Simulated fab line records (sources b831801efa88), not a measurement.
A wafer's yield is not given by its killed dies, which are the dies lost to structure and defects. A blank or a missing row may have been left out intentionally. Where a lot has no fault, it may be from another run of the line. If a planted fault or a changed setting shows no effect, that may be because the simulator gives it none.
Chamber matching | flow sky130 | 4 sister chambers for SKY_VIA1_CMP_02 on cmp-01
The step polishes SiO2. 4 wafers are shown with their chamber, then 8 later ones without.

WAFERS WITH THEIR CHAMBER
wafer  | chamber | motor current A (A)
L671.6 | 1       | 11.9
L687.1 | 2       | 12.0
L687.6 | 3       | 11.0
L689.4 | 0       | 11.2

WAFERS WITHOUT THEIR CHAMBER
wafer  | motor current A (A)
L689.5 | 12.1
L689.6 | 12.0
L690.1 | 10.5
L690.2 | 12.4
L690.5 | 11.8
L691.2 | 11.9
L691.3 | 10.8
L691.5 | 11.3

EACH ONE'S CHAMBER
wafer  | from the rows above     | in truth
L689.5 | can't be placed: 2 or 1 | 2
L689.6 | can't be placed: 2 or 1 | 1
L690.1 | can't be placed: 3 or 0 | 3
L690.2 | can't be placed: 2 or 1 | 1
L690.5 | can't be placed: 1 or 2 | 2
L691.2 | can't be placed: 1 or 2 | 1
L691.3 | can't be placed: 3 or 0 | 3
L691.5 | can't be placed: 0 or 3 | 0
Correctly placed: 0 of 8. From these rows, 8 cannot be placed; in 8 the true chamber is one of the candidates. Wrongly placed: 0.
How it was worked out, from the rows above alone: a wafer's distance from a chamber is the root of the sum, over the readings, of the square of ((its reading less the chamber's mean) divided by the reading's scatter). If the next closest chamber is less than 2 further off than the closest, the wafer can't be placed; otherwise it belongs to the closest. A chamber's mean is the mean of its shown wafers. The scatter: with one shown wafer a chamber, the root of the mean of the squares of how far each hidden wafer lies from its nearest shown one.
